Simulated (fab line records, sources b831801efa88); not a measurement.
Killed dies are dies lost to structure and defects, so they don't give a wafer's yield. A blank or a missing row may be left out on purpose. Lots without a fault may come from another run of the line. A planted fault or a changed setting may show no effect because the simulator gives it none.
One fault seen from 2 desks | flow sky130 | each desk has only its own numbers; what lay behind them comes last

THE METROLOGY DESK
What the gauges read, lot by lot, whatever tool the lot ran on: means of the sampled wafers that have a number. A lot is out of limits, marked OUT, if its mean lies more than 4 standard deviations from the usual mean; the brackets give that distance.
Columns: A = VIA1_W_RS at SKY_VIA1_RS_MEAS_22, usual 0.425 ohm/sq; B = VIA2_HDPCVD_THK at SKY_VIA2_THK_MEAS_01, usual 1180 nm; C = VIA2_W_RS at SKY_VIA2_RS_MEAS_22, usual 0.272 ohm/sq
lot  | first seen here | A     | B             | C
L341 | day 34 09:34    | 0.429 | 1191          | 0.273
L343 | day 35 03:28    | 0.427 | 1172          | 0.267
L346 | day 36 08:08    | 0.427 | 1186          | 0.275
L348 | day 37 01:37    | 0.424 | 1192          | 0.271
L349 | day 37 22:26    | 0.423 | 1173          | 0.272
L350 | day 38 03:38    | 0.422 | 1180          | 0.273
L353 | day 38 10:53    | 0.423 | 1178          | 0.268
L352 | day 38 11:47    | 0.422 | 1187          | 0.269
L354 | day 38 23:10    | 0.424 | 1193          | 0.272
L358 | day 39 22:07    | 0.425 | 955 (-12) OUT | 0.275
L359 | day 40 02:40    | 0.426 | 947 (-13) OUT | 0.275
This desk's finding: out of limits on L358, L359; first on L358, day 41 00:35 (VIA2_HDPCVD_THK at SKY_VIA2_THK_MEAS_01). In limits: L341, L343, L346, L348, L349, L350, L353, L352, L354.

THE TOOL OWNER'S DESK: hdpcvd-02
The tool's own readings at SKY_VIA2_HDPCVD_00 (deposits SiO2, target thk 1180 nm, time 196.7 s): means of the sampled wafers that have a number, for each lot that ran on this tool. A lot is out of limits, marked OUT, if its mean lies more than 4 standard deviations from the usual mean; the brackets give that distance.
Columns: A = sih4_flow_sccm at SKY_VIA2_HDPCVD_00, usual 60.02 sccm
lot  | first seen here | A
L341 | day 35 13:47    | 60.22
L343 | day 36 07:25    | 59.88
L349 | day 39 01:35    | 59.81
L353 | day 39 13:27    | 59.91
L358 | day 41 00:28    | 47.91 (-67) OUT
L359 | day 41 04:35    | 48.17 (-66) OUT
This desk's finding: out of limits on L358, L359; first on L358, day 41 00:28 (sih4_flow_sccm at SKY_VIA2_HDPCVD_00). In limits: L341, L343, L349, L353.

PUT TOGETHER
The tool owner's desk could have raised an alarm at day 41 00:28, on L358, L359.
The metrology desk could have raised an alarm at day 41 00:35, on L358, L359.
Of the lots named, all ran SKY_VIA2_HDPCVD_00 on hdpcvd-02.

WHAT THE SIMULATOR HAD PUT IN
Process parameter drift: hdpcvd-02, from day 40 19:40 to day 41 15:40, at SKY_VIA2_HDPCVD_00. Setting sih4_flow_sccm, moved by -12, from 60. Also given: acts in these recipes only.
Lots struck among those shown: L358, L359.
Hours from the fault's start to each desk's first reading out of limits: the tool owner's desk, 5; the metrology desk, 5.
